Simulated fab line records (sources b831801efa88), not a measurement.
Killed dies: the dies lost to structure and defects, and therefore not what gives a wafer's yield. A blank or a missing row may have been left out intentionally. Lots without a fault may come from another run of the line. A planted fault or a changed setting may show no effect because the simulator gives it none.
fab line records | flow sky130
[record] lots = 12 | wafers = 36 | last-day = 50
route steps=708 shown METAL2@502 VIA2@509 PAD_OPEN@708
lots that met no fault: taken from a fault-free run of the same line
start-h: hours from the record's opening day to when the first of the lot's shown wafers began | wait-h: hours since the lot's step before | " as in the row above | L1.1+2: a single row standing in for several wafers | - no value present, or no start provided | * or withheld: withheld | < > ~ a bound
route shown NAME@n: a module of which the file shows steps, and the number in the route of the first | usual: mean and standard deviation over wafers with no fault | same: alike in all rows | chamber/n: place in a boat | sites: readings site by site | _std_site: the standard deviation of these | _edge_site: outer sites' mean less inner sites' | radius-mm: for every site, how far away it sits from the centre of the wafer | mask NAME#n: copy n | behind: the last tool/chamber to shape the wafer | hold: the reason the lot was held/the length of the hold in hours/how it ended | device: the transistor (n, p or np) that didn't switch | end of line: the same wafers' tests at the end of the route | a step without rows: its recipe alone | killed: not the wafer's yield, but the dies lost to structure and defects at the first sort | map: shows each die of a wafer: x if killed, . if not, _ if none is there
set.NAME: the setting that was run; set.NAME@STEP: the one run at that earlier step | model.NAME: the simulator's own value behind a step, which no gauge read
the route's steps for a sample of lots (tables are steps, rows are wafers)
services: from which hour (start-h, from the record's first day; less than 0 if before it) a tool's chamber was out of use, for how many hours, and why
[[steps]]
[step SKY_METAL2_METAL_ETCH_19]
[recipe] target-depth-a = 3600 | stop-on = SiO2 | over-etch-frac = 0.3 | time-s = 78 | chemistry = Cl2/BCl3 | resist-sidewall-deg = 88 | pressure-mtorr = 10 | icp-w = 900 | bias-w = 48.5 | Cl2_flow_sccm = 60 | bcl3-flow-sccm = 30
[usual] bias-w = 48.48/0.14 | drypump-motor-current-A = 5.8/0.31 | oes-product-au = 0.854/0.0068 | throttle-valve-pct = 22.264/0.0082
lot.wafer | tool         | chamber | start-h | wait-h | bias-w | drypump-motor-current-A | oes-product-au | rf-hours-counter-h | throttle-valve-pct
L187.1    | rie-metal-04 | 1       | 850.15  | 0.0    | 48.06  | 5.8                     | 0.858          | 13                 | 22.274
L187.4    | "            | 0       | "       | "      | 48.26  | 6.2                     | 0.847          | -                  | 22.262
L187.5    | "            | 0       | "       | "      | 48.41  | 6.3                     | 0.846          | -                  | 22.271
L189.1    | rie-metal-03 | 0       | 862.75  | 0.1    | 48.66  | 5.3                     | 0.851          | 10                 | 22.259
L189.3    | "            | 0       | "       | "      | 48.39  | 5.3                     | 0.856          | -                  | 22.264
L189.4    | "            | 0       | "       | "      | 48.59  | 5.3                     | 0.845          | -                  | 22.273
L190.1    | rie-metal-01 | 1       | 874.25  | 0.0    | 48.79  | 5.5                     | 0.863          | 4                  | 22.270
L190.2    | "            | 0       | "       | "      | 48.48  | 5.8                     | 0.851          | 2                  | 22.257
L190.4    | "            | 0       | "       | "      | 48.53  | 5.9                     | 0.845          | -                  | 22.266
L191.3    | rie-metal-01 | 0       | 882.04  | 0.1    | 48.46  | 5.9                     | 0.857          | -                  | 22.264
L191.5    | "            | 0       | "       | "      | 48.47  | 5.9                     | 0.851          | -                  | 22.251
L191.6    | "            | 1       | "       | "      | 48.43  | 5.4                     | 0.861          | -                  | 22.246
L192.1    | rie-metal-03 | 1       | 883.86  | 0.0    | 48.57  | 5.8                     | 0.854          | 0                  | 22.253
L192.3    | "            | 0       | "       | "      | 48.38  | 5.4                     | 0.860          | -                  | 22.291
L192.5    | "            | 1       | "       | "      | 48.55  | 5.8                     | 0.853          | -                  | 22.251
L194.2    | rie-metal-04 | 0       | 907.26  | 0.0    | 48.58  | 6.3                     | 0.852          | 10                 | 22.267
L194.3    | "            | 1       | "       | "      | 48.45  | 5.8                     | 0.858          | -                  | 22.257
L194.4    | "            | 0       | "       | "      | 48.44  | 6.3                     | 0.862          | -                  | 22.262
L199.4    | rie-metal-01 | 1       | 938.75  | 0.1    | 48.57  | 5.4                     | 0.849          | -                  | 22.272
L199.5    | "            | 1       | "       | "      | 48.62  | 5.4                     | 0.861          | -                  | 22.264
L199.6    | "            | 0       | "       | "      | 48.29  | 5.9                     | 0.860          | -                  | 22.265
L201.1    | rie-metal-04 | 1       | 951.27  | 0.0    | 48.29  | 5.8                     | 0.858          | 18                 | 22.257
L201.3    | "            | 1       | "       | "      | 48.32  | 5.8                     | 0.857          | -                  | 22.270
L201.4    | "            | 0       | "       | "      | 48.57  | 6.3                     | 0.839          | -                  | 22.256
L202.1    | rie-metal-01 | 0       | 960.00  | 0.0    | 48.54  | 6.0                     | 0.850          | 6                  | 22.258
L202.2    | "            | 1       | "       | "      | 48.58  | 5.4                     | 0.852          | 9                  | 22.264
L202.6    | "            | 0       | "       | "      | 48.27  | 6.0                     | 0.869          | -                  | 22.251
L205.2    | rie-metal-03 | 1       | 974.20  | 0.1    | 48.43  | 5.8                     | 0.857          | 4                  | 22.268
L205.3    | "            | 1       | "       | "      | 48.60  | 5.8                     | 0.846          | -                  | 22.268
L205.4    | "            | 0       | "       | "      | 48.59  | 5.4                     | 0.849          | -                  | 22.268
L206.2    | rie-metal-04 | 0       | 981.92  | 0.0    | 48.63  | 6.3                     | 0.863          | 14                 | 22.272
L206.3    | "            | 0       | "       | "      | 48.65  | 6.3                     | 0.849          | -                  | 22.266
L206.4    | "            | 1       | "       | "      | 48.68  | 5.8                     | 0.857          | -                  | 22.275
L207.2    | rie-metal-01 | 0       | 989.46  | 0.0    | 48.66  | 6.0                     | 0.848          | 8                  | 22.259
L207.4    | "            | 1       | "       | "      | 48.45  | 5.4                     | 0.854          | -                  | 22.264
L207.6    | "            | 1       | "       | "      | 48.53  | 5.4                     | 0.860          | -                  | 22.270
[step SKY_VIA2_CMP_02]
[recipe] material = SiO2 | down-force-psi = 4 | platen-rpm = 60 | pad-velocity-m-s = 0.94248
[usual] motor-current-A = 12.0/1.3 | slurry-flow-ml-min = 150.0/0.46
lot.wafer | tool   | chamber | start-h | wait-h | motor-current-A | slurry-flow-ml-min
L187.4    | cmp-02 | 2       | 851.02  | 0.0    | 14.9            | 150.7
L187.1    | "      | 3       | "       | "      | 9.2             | 150.1
L187.5    | "      | 3       | "       | "      | 9.5             | 149.7
L189.1    | cmp-02 | 2       | 863.77  | 0.1    | 13.8            | 150.0
L189.4    | "      | 0       | "       | "      | 11.8            | 149.5
L189.3    | "      | 1       | "       | "      | 12.0            | 150.5
L190.1    | cmp-01 | 0       | 875.17  | 0.1    | 11.5            | 149.8
L190.4    | "      | 1       | "       | "      | 12.6            | 150.3
L190.2    | "      | 2       | "       | "      | 12.1            | 150.7
L191.3    | cmp-02 | 3       | 883.01  | 0.1    | 9.5             | 150.5
L191.5    | "      | 2       | "       | "      | 13.6            | 149.6
L191.6    | "      | 3       | "       | "      | 9.2             | 151.2
L192.1    | cmp-01 | 2       | 884.79  | 0.1    | 11.3            | 150.1
L192.3    | "      | 1       | "       | "      | 12.3            | 149.3
L192.5    | "      | 3       | "       | "      | 12.3            | 149.8
L194.2    | cmp-02 | 2       | 908.18  | 0.1    | 14.6            | 150.0
L194.3    | "      | 3       | "       | "      | 9.7             | 150.2
L194.4    | "      | 0       | "       | "      | 12.0            | 150.2
L199.4    | cmp-02 | 3       | 939.99  | 0.0    | 9.8             | 150.2
L199.6    | "      | 3       | "       | "      | 9.0             | 150.6
L199.5    | "      | 0       | "       | "      | 11.6            | 150.1
L201.4    | cmp-01 | 2       | 952.58  | 0.0    | 11.8            | 149.8
L201.1    | "      | 0       | "       | "      | 11.6            | 149.5
L201.3    | "      | 1       | "       | "      | 12.0            | 149.8
L202.2    | cmp-02 | 3       | 960.95  | 0.1    | 9.8             | 149.7
L202.1    | "      | 1       | "       | "      | 13.1            | 149.3
L202.6    | "      | 3       | "       | "      | 9.6             | 149.7
L205.4    | cmp-01 | 2       | 975.14  | 0.0    | 12.0            | 149.5
L205.3    | "      | 3       | "       | "      | 12.9            | 149.9
L205.2    | "      | 0       | "       | "      | 12.0            | 149.8
L206.2    | cmp-02 | 3       | 982.80  | 0.0    | 9.0             | 150.5
L206.3    | "      | 0       | "       | "      | 11.1            | 150.0
L206.4    | "      | 2       | "       | "      | 14.0            | 149.3
L207.4    | cmp-01 | 1       | 990.41  | 0.1    | 12.1            | 149.0
L207.2    | "      | 2       | "       | "      | 11.8            | 149.9
L207.6    | "      | 0       | "       | "      | 11.3            | 150.1
[step SKY_VIA2_DEVELOP_11]
[recipe] develop-time-s = 60 | resist = KrF-thick | dev-temp-c = 21
[usual] developer-temp-C = 20.99/0.095
lot.wafer | tool           | chamber | start-h | wait-h | developer-temp-C
L187.1    | litho-track-03 | 0       | 878     | -      | 20.98
L187.4    | "              | 0       | "       | "      | 20.93
L187.5    | "              | 0       | "       | "      | 20.85
L189.1    | litho-track-02 | 0       | 889     | -      | 20.99
L189.3    | "              | 0       | "       | "      | 21.01
L189.4    | "              | 0       | "       | "      | 20.94
L190.1    | litho-track-02 | 0       | 901     | -      | 21.03
L190.2    | "              | 0       | "       | "      | 20.89
L190.4    | "              | 0       | "       | "      | 20.97
L191.3    | litho-track-02 | 0       | 909     | -      | 20.37
L191.5    | "              | 0       | "       | "      | 20.35
L191.6    | "              | 0       | "       | "      | 20.41
L192.1    | litho-track-02 | 0       | 910     | -      | 20.45
L192.3    | "              | 0       | "       | "      | 20.45
L192.5    | "              | 0       | 911     | -      | 20.53
L194.2    | litho-track-04 | 0       | 933     | -      | 21.14
L194.3    | "              | 0       | "       | "      | 21.20
L194.4    | "              | 0       | "       | "      | 21.01
L199.4    | litho-track-03 | 0       | 963     | -      | 21.06
L199.5    | "              | 0       | 964     | -      | 20.77
L199.6    | "              | 0       | "       | "      | 20.94
L201.1    | litho-track-03 | 0       | 977     | -      | 21.06
L201.3    | "              | 0       | "       | "      | 21.13
L201.4    | "              | 0       | "       | "      | 21.12
L202.1    | litho-track-03 | 0       | 985     | -      | 21.13
L202.2    | "              | 0       | "       | "      | 21.06
L202.6    | "              | 0       | "       | "      | 21.00
L205.2    | litho-track-03 | 0       | 999     | -      | 20.97
L205.3    | "              | 0       | "       | "      | 21.08
L205.4    | "              | 0       | "       | "      | 20.99
L206.2    | litho-track-04 | 0       | 1005    | -      | 20.98
L206.3    | "              | 0       | "       | "      | 20.90
L206.4    | "              | 0       | "       | "      | 21.01
L207.2    | litho-track-02 | 0       | 1014    | -      | 21.08
L207.4    | "              | 0       | "       | "      | 21.10
L207.6    | "              | 0       | "       | "      | 21.09
[step SKY_VIA2_CD_MEAS_12]
[recipe] target-cd-nm = 200
[usual] cd-nm = 200.0/1.5
lot.wafer | tool      | chamber | start-h | wait-h | cd-nm
L187.1    | cd-sem-02 | -       | 878.21  | -      | 201.6
L187.4    | "         | -       | "       | "      | 203.3
L187.5    | "         | -       | "       | "      | 200.8
L189.1    | cd-sem-02 | -       | 889.82  | -      | 198.1
L189.3    | "         | -       | "       | "      | 197.6
L189.4    | "         | -       | "       | "      | 198.7
L190.1    | cd-sem-01 | -       | 901.92  | -      | 200.9
L190.2    | "         | -       | "       | "      | 199.6
L190.4    | "         | -       | "       | "      | 198.5
L191.3    | cd-sem-02 | -       | 909.31  | -      | 199.6
L191.5    | "         | -       | "       | "      | 196.3
L191.6    | "         | -       | "       | "      | 197.3
L192.1    | cd-sem-02 | -       | 911.07  | -      | 198.8
L192.3    | "         | -       | "       | "      | 199.7
L192.5    | "         | -       | "       | "      | 199.7
L194.2    | cd-sem-02 | -       | 933.32  | -      | 200.7
L194.3    | "         | -       | "       | "      | 200.4
L194.4    | "         | -       | "       | "      | 199.1
L199.4    | cd-sem-01 | -       | 964.12  | -      | 203.1
L199.5    | "         | -       | "       | "      | 202.0
L199.6    | "         | -       | "       | "      | 201.8
L201.1    | cd-sem-01 | -       | 977.26  | -      | 199.5
L201.3    | "         | -       | "       | "      | 198.8
L201.4    | "         | -       | "       | "      | 198.8
L202.1    | cd-sem-02 | -       | 985.36  | -      | 198.1
L202.2    | "         | -       | "       | "      | 199.0
L202.6    | "         | -       | "       | "      | 198.9
L205.2    | cd-sem-02 | -       | 999.58  | -      | 199.7
L205.3    | "         | -       | "       | "      | 200.3
L205.4    | "         | -       | "       | "      | 199.7
L206.2    | cd-sem-01 | -       | 1005.37 | -      | 199.6
L206.3    | "         | -       | "       | "      | 199.7
L206.4    | "         | -       | "       | "      | 199.3
L207.2    | cd-sem-02 | -       | 1014.39 | -      | 201.6
L207.4    | "         | -       | "       | "      | 201.0
L207.6    | "         | -       | "       | "      | 200.4
[step SKY_PAD_OPEN_PROBE_99]
[usual] defect-limited-yield = 82.7/1.7 | killed_at_M0_to_M3 = 41/6.2 | killed_at_M4_up = 3.0/1.7 | killed-at-contacts = 25/5.8 | killed-at-front-end = 16/4.5 | killed-at-other = 0.2/0.42 | killed-dies = 85/8.4 | killed-open = 46/5.9 | killed-short = 39/6.3 | sort_bin_3_pad_short = 0.9/0.4 | sort_bin_5_function = 10.2/1.3 | sort_bin_6_memory = 6.2/1 | sort-n-pass = 407/8.4 | sort-yield-pct = 82.7/1.7
[same] gross-dies = 492 | killed-at-back-side = 0 | sort_bin_4_leakage[%] = 0 | sort_bin_8_speed[%] = 0
lot.wafer | tool      | chamber | start-h | wait-h | defect-limited-yield[%] | killed_at_M0_to_M3 | killed_at_M4_up | killed-at-contacts | killed-at-front-end | killed-at-other | killed-dies | killed-open | killed-short | sort_bin_3_pad_short[%] | sort_bin_5_function[%] | sort_bin_6_memory[%] | sort-n-pass | sort-yield-pct[%]
L189.1    | prober-01 | -       | 1111.30 | 0.1    | 82.1                    | 39                 | 3               | 37                 | 9                   | 0               | 88          | 42          | 46           | 1.0                     | 10.2                   | 6.7                  | 404         | 82.1
L189.3    | prober-01 | -       | 1111.40 | 0.2    | 79.5                    | 47                 | 1               | 33                 | 20                  | 0               | 101         | 47          | 54           | 0.6                     | 12.0                   | 7.9                  | 391         | 79.5
L189.4    | prober-01 | -       | 1111.45 | 0.2    | 79.9                    | 54                 | 2               | 23                 | 20                  | 0               | 99          | 48          | 51           | 1.6                     | 9.8                    | 8.7                  | 393         | 79.9
L190.1    | prober-02 | -       | 1120.05 | 0.1    | 85.8                    | 38                 | 4               | 15                 | 13                  | 0               | 70          | 35          | 35           | 0.4                     | 8.3                    | 5.5                  | 422         | 85.8
L190.2    | prober-02 | -       | 1120.10 | 0.1    | 82.7                    | 40                 | 4               | 25                 | 16                  | 0               | 85          | 41          | 44           | 1.0                     | 10.6                   | 5.7                  | 407         | 82.7
L190.4    | prober-02 | -       | 1120.20 | 0.2    | 86.8                    | 32                 | 4               | 19                 | 10                  | 0               | 65          | 35          | 30           | 0.8                     | 7.3                    | 5.1                  | 427         | 86.8
L191.3    | prober-01 | -       | 1126.49 | 0.2    | 80.3                    | 39                 | 1               | 37                 | 20                  | 0               | 97          | 45          | 52           | 0.8                     | 12.0                   | 6.9                  | 395         | 80.3
L191.5    | prober-01 | -       | 1126.59 | 0.2    | 80.5                    | 49                 | 6               | 22                 | 19                  | 0               | 96          | 51          | 44           | 1.0                     | 11.4                   | 7.1                  | 396         | 80.5
L191.6    | prober-01 | -       | 1126.64 | 0.2    | 83.3                    | 38                 | 3               | 27                 | 14                  | 0               | 82          | 47          | 35           | 0.6                     | 8.9                    | 7.1                  | 410         | 83.3
L192.1    | prober-02 | -       | 1127.87 | 0.1    | 86.0                    | 34                 | 2               | 19                 | 13                  | 1               | 69          | 39          | 30           | 0.8                     | 8.5                    | 4.7                  | 423         | 86.0
L192.3    | prober-02 | -       | 1127.97 | 0.2    | 83.1                    | 44                 | 1               | 20                 | 17                  | 1               | 83          | 48          | 35           | 0.8                     | 9.8                    | 6.3                  | 409         | 83.1
L192.5    | prober-02 | -       | 1128.07 | 0.2    | 85.4                    | 43                 | 2               | 20                 | 7                   | 0               | 72          | 41          | 31           | 0.8                     | 9.3                    | 4.5                  | 420         | 85.4
L201.1    | prober-01 | -       | 1177.33 | 0.1    | 80.3                    | 48                 | 3               | 30                 | 16                  | 0               | 97          | 49          | 48           | 1.2                     | 12.6                   | 5.9                  | 395         | 80.3
L201.3    | prober-01 | -       | 1177.43 | 0.2    | 80.1                    | 49                 | 3               | 28                 | 18                  | 0               | 98          | 50          | 47           | 1.2                     | 12.8                   | 5.9                  | 394         | 80.1
L201.4    | prober-01 | -       | 1177.48 | 0.2    | 81.5                    | 46                 | 2               | 32                 | 11                  | 0               | 91          | 48          | 43           | 0.4                     | 11.0                   | 7.1                  | 401         | 81.5
L202.1    | prober-02 | -       | 1181.61 | 0.1    | 81.7                    | 49                 | 2               | 22                 | 17                  | 0               | 90          | 44          | 46           | 0.8                     | 10.4                   | 7.1                  | 402         | 81.7
L202.2    | prober-02 | -       | 1181.66 | 0.1    | 83.5                    | 36                 | 3               | 21                 | 21                  | 0               | 81          | 40          | 41           | 0.6                     | 9.3                    | 6.5                  | 411         | 83.5
L202.6    | prober-02 | -       | 1181.86 | 0.2    | 84.1                    | 33                 | 3               | 18                 | 24                  | 0               | 78          | 42          | 36           | 1.0                     | 9.1                    | 5.7                  | 414         | 84.1
L207.2    | prober-01 | -       | 1202.86 | 0.1    | 84.8                    | 45                 | 4               | 15                 | 11                  | 0               | 75          | 41          | 34           | 0.4                     | 10.2                   | 4.7                  | 417         | 84.8
L207.4    | prober-01 | -       | 1202.96 | 0.2    | 84.3                    | 34                 | 2               | 27                 | 14                  | 0               | 77          | 45          | 32           | 0.8                     | 8.9                    | 5.9                  | 415         | 84.3
L207.6    | prober-01 | -       | 1203.06 | 0.2    | 83.7                    | 38                 | 6               | 20                 | 16                  | 0               | 80          | 39          | 41           | 1.4                     | 9.3                    | 5.5                  | 412         | 83.7
// killed by level:class
L189.1 CONTACT:geometric-particle:open=15 LOCAL_INTERCONNECT:geometric-particle:short=8 VIA3:geometric-particle:open=8 LI_CONTACT:geometric-particle:short=6 VIA1:geometric-particle:open=5 METAL2:geometric-particle:short=5 POLY_GATE:geometric-particle:short=4 METAL1:geometric-particle:short=4
L189.3 CONTACT:geometric-particle:open=15 METAL1:geometric-particle:short=9 LI_CONTACT:geometric-particle:open=8 METAL2:geometric-particle:short=6 LOCAL_INTERCONNECT:geometric-particle:short=6 VIA1:geometric-particle:open=6 VIA3:geometric-particle:short=6 METAL3:geometric-particle:short=5
L189.4 CONTACT:geometric-particle:open=9 VIA3:geometric-particle:open=9 VIA1:geometric-particle:open=8 METAL1:geometric-particle:short=8 FIELD_ISO:geometric-particle:open=7 VIA1:geometric-particle:short=6 METAL2:geometric-particle:short=6 VIA3:geometric-particle:short=6
L190.1 VIA1:geometric-particle:open=10 VIA2:geometric-particle:open=7 METAL1:geometric-particle:short=5 VIA3:geometric-particle:open=5 FIELD_ISO:geometric-particle:short=4 POLY_GATE:geometric-particle:short=4 LI_CONTACT:geometric-particle:short=4 CONTACT:geometric-particle:open=4
L190.2 CONTACT:geometric-particle:open=10 VIA1:geometric-particle:open=10 VIA3:geometric-particle:open=8 METAL1:geometric-particle:short=7 METAL2:geometric-particle:short=6 LI_CONTACT:geometric-particle:short=5 LOCAL_INTERCONNECT:geometric-particle:short=5 FIELD_ISO:geometric-particle:short=4
L190.4 CONTACT:geometric-particle:open=9 VIA2:geometric-particle:open=6 VIA1:geometric-particle:short=6 VIA3:geometric-particle:open=6 FIELD_ISO:geometric-particle:open=5 METAL1:geometric-particle:short=4 VIA3:geometric-particle:short=4 METAL4:geometric-particle:short=4
L191.3 LI_CONTACT:geometric-particle:open=15 METAL2:geometric-particle:short=11 LOCAL_INTERCONNECT:geometric-particle:short=10 VIA1:geometric-particle:open=9 FIELD_ISO:geometric-particle:short=7 CONTACT:geometric-particle:open=6 VIA1:geometric-particle:short=6 FIELD_ISO:geometric-particle:open=5
L191.5 CONTACT:geometric-particle:open=10 VIA3:geometric-particle:open=9 METAL1:geometric-particle:short=7 VIA1:geometric-particle:open=7 VIA2:geometric-particle:short=7 CONTACT:geometric-particle:short=5 POLY_GATE:geometric-particle:open=5 VIA2:geometric-particle:open=5
L191.6 CONTACT:geometric-particle:open=12 VIA2:geometric-particle:open=7 VIA1:geometric-particle:short=6 VIA1:geometric-particle:open=6 POLY_GATE:geometric-particle:open=5 LI_CONTACT:geometric-particle:open=5 LOCAL_INTERCONNECT:geometric-particle:short=5 METAL2:geometric-particle:short=5
L192.1 CONTACT:geometric-particle:open=7 VIA2:geometric-particle:open=6 LI_CONTACT:geometric-particle:open=5 VIA3:geometric-particle:open=5 METAL1:geometric-particle:short=4 POLY_GATE:geometric-particle:open=4 POLY_GATE:geometric-particle:short=4 VIA1:geometric-particle:open=4
L192.3 VIA1:geometric-particle:open=11 VIA2:geometric-particle:open=10 VIA3:geometric-particle:open=7 LOCAL_INTERCONNECT:geometric-particle:short=6 METAL2:geometric-particle:short=5 FIELD_ISO:geometric-particle:short=4 FIELD_ISO:geometric-particle:open=4 LI_CONTACT:geometric-particle:open=4
L192.5 VIA1:geometric-particle:open=13 CONTACT:geometric-particle:open=8 VIA1:geometric-particle:short=7 METAL1:geometric-particle:short=5 VIA3:geometric-particle:open=5 LI_CONTACT:geometric-particle:open=4 LOCAL_INTERCONNECT:geometric-particle:short=4 FIELD_ISO:geometric-particle:open=3
L201.1 CONTACT:geometric-particle:short=10 VIA2:geometric-particle:open=9 VIA3:geometric-particle:open=8 VIA3:geometric-particle:short=8 CONTACT:geometric-particle:open=7 VIA1:geometric-particle:open=7 VIA1:geometric-particle:short=5 LI_CONTACT:geometric-particle:short=5
L201.3 CONTACT:geometric-particle:open=11 METAL2:geometric-particle:short=9 LI_CONTACT:geometric-particle:open=8 VIA3:geometric-particle:open=7 VIA3:geometric-particle:short=6 METAL1:geometric-particle:short=6 METAL3:geometric-particle:short=5 CONTACT:geometric-particle:short=5
L201.4 CONTACT:geometric-particle:open=12 CONTACT:geometric-particle:short=9 METAL1:geometric-particle:short=9 VIA3:geometric-particle:open=8 VIA2:geometric-particle:open=7 METAL2:geometric-particle:short=6 VIA1:geometric-particle:open=6 FIELD_ISO:geometric-particle:short=5
L202.1 CONTACT:geometric-particle:open=12 VIA1:geometric-particle:open=10 METAL3:geometric-particle:short=8 METAL1:geometric-particle:short=7 METAL2:geometric-particle:short=6 FIELD_ISO:geometric-particle:open=5 POLY_GATE:geometric-particle:short=5 LI_CONTACT:geometric-particle:open=4
L202.2 VIA1:geometric-particle:open=8 CONTACT:geometric-particle:open=8 METAL1:geometric-particle:short=7 FIELD_ISO:geometric-particle:short=6 POLY_GATE:geometric-particle:short=5 VIA2:geometric-particle:open=5 LI_CONTACT:geometric-particle:open=4 LOCAL_INTERCONNECT:geometric-particle:short=4
L202.6 METAL2:geometric-particle:short=8 VIA1:geometric-particle:open=7 FIELD_ISO:geometric-particle:open=6 POLY_GATE:geometric-particle:open=6 CONTACT:geometric-particle:short=6 FIELD_ISO:geometric-particle:short=5 VIA3:geometric-particle:open=5 CONTACT:geometric-particle:open=5
L207.2 VIA1:geometric-particle:open=14 VIA2:geometric-particle:open=7 VIA1:geometric-particle:short=6 POLY_GATE:geometric-particle:short=5 VIA3:geometric-particle:open=5 CONTACT:geometric-particle:open=4 VIA2:geometric-particle:short=4 LI_CONTACT:geometric-particle:short=3
L207.4 CONTACT:geometric-particle:open=11 VIA1:geometric-particle:open=8 VIA3:geometric-particle:open=7 LI_CONTACT:geometric-particle:open=6 VIA2:geometric-particle:open=5 METAL2:geometric-particle:short=5 POLY_GATE:geometric-particle:short=4 VIA1:geometric-particle:short=4
L207.6 VIA1:geometric-particle:open=10 CONTACT:geometric-particle:open=6 FIELD_ISO:geometric-particle:short=5 METAL3:geometric-particle:short=5 METAL2:geometric-particle:short=5 METAL4:geometric-particle:short=5 FIELD_ISO:geometric-particle:open=4 LI_CONTACT:geometric-particle:open=4
[[services]]
tool           | chamber | start-h | hours | kind
cmp-01         | -       | 832.16  | 0.3   | repair
cmp-01         | -       | 847.93  | 1.6   | repair
cmp-02         | -       | 852.12  | 1.7   | repair
rie-metal-03   | 1       | 854.27  | -     | clean
rie-metal-03   | 1       | 854.27  | 21.8  | scheduled-down
rie-metal-03   | 1       | 854.27  | 21.8  | vent-cycle
litho-track-04 | -       | 862.15  | -     | consumable-replace:filter
cmp-01         | -       | 866.99  | 4.4   | repair
rie-metal-01   | 0       | 885.55  | 1.0   | repair
cmp-01         | -       | 912.00  | 4.0   | pm
cmp-01         | -       | 916.00  | -     | consumable-replace:conditioner
cmp-01         | -       | 916.00  | -     | consumable-replace:pad
cmp-02         | -       | 924.56  | 2.2   | repair
cmp-01         | -       | 936.42  | 0.9   | repair
rie-metal-03   | -       | 965.93  | 0.4   | repair
rie-metal-03   | -       | 988.33  | 2.8   | pm
rie-metal-04   | 1       | 992.68  | 13.4  | repair
cmp-01         | -       | 997.92  | 0.6   | repair
rie-metal-04   | 1       | 1009.98 | -     | clean
rie-metal-04   | 1       | 1009.98 | 10.5  | scheduled-down
rie-metal-04   | 1       | 1009.98 | 10.5  | vent-cycle
cmp-02         | -       | 1013.08 | 3.8   | pm
[[key]]
[first-sign] step = SKY_VIA2_DEVELOP_11 | reading = developer-temp-C | direction = down | sigmas = 5.9 | usual = * | struck = *
effect none on later readings
met-at SKY_VIA2_DEVELOP_11
struck-lots L191,L192
not-acting-at SKY_METAL2_METAL_ETCH_19,SKY_VIA2_CMP_02,SKY_VIA2_CD_MEAS_12
onset-between 901 909
[fault] kind = process-parameter-drift | tool = litho-track-02 | chamber = - | onset-h = 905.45 | steps = SKY_VIA2_DEVELOP_11 | channel = dev-temp-c | offset = * | shape = step | end-h = 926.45 | acts-in = * | stated = *
